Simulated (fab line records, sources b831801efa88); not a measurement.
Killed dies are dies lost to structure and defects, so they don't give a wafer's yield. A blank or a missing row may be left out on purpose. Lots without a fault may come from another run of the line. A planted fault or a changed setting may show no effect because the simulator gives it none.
Which tool did it? | flow gf180mcu | 6 lots, 18 wafers sampled, at 3 steps of a route of 602

WHAT THE GAUGES READ, wafer by wafer
GF_HV_LDD_TW_MEAS_50.
lot  | measured     | on            | HV_LDD_4_TW
L401 | day 13 09:02 | film_metro-02 | 567 572 569
L403 | day 13 20:49 | film_metro-03 | 580 583 584
L411 | day 16 17:18 | film_metro-02 | 569 571 570
L413 | day 17 14:43 | film_metro-03 | 563 563 561
L416 | day 18 16:13 | film_metro-02 | 567 565 565
L419 | day 19 09:22 | film_metro-01 | 568 566 570

WHICH TOOL RAN EACH LOT (tool, then ch and the chambers of the sampled wafers, then the start)
lot  | GF_POLY_GATE_ETCH_12               | GF_HV_LDD_IMPLANT_48
L401 | rie_diel-04 ch 0,1,2, day 10 01:16 | implanter-04 ch 0, day 13 08:47
L403 | rie_diel-04 ch 0,2, day 10 12:28   | implanter-04 ch 0, day 13 20:34
L411 | rie_diel-04 ch 0,2, day 12 23:13   | implanter-01 ch 0, day 16 17:05
L413 | rie_diel-03 ch 0,1, day 13 17:10   | implanter-04 ch 0, day 17 14:28
L416 | rie_diel-01 ch 1,2, day 14 16:37   | implanter-02 ch 0, day 18 15:58
L419 | rie_diel-03 ch 0,2,3, day 15 11:31 | implanter-01 ch 0, day 19 09:07
- GF_POLY_GATE_ETCH_12: etches BARC in N2/H2.
- GF_HV_LDD_IMPLANT_48

THE ANSWER, worked out from the rows above alone
Rule: what is usual is taken from the lots themselves. Put in order of their means at a reading, lots are off if they are a third of the lots or fewer, leave a main group of 4 or more, and stand apart from it by a gap of 3 or more times the standard deviation of the main group's means; of several such gaps the widest counts. A main group whose means are all the same, to the digits that the tables above print for the reading, isn't used. A lot without any number at a reading at which 4 lots or more have one is off too. The other lots that the step has rows for count as sound.
Off: L403, at GF_HV_LDD_TW_MEAS_50 (HV_LDD_4_TW). The main group: mean 567, standard deviation 2.8.
A tool fits if, at a process step before that reading, it ran every lot that is off, and no sound lot after the first of them. The gauges at GF_HV_LDD_TW_MEAS_50 are tried like those tools. None of those tried fits.

WHAT THE SIMULATOR HAD PUT IN
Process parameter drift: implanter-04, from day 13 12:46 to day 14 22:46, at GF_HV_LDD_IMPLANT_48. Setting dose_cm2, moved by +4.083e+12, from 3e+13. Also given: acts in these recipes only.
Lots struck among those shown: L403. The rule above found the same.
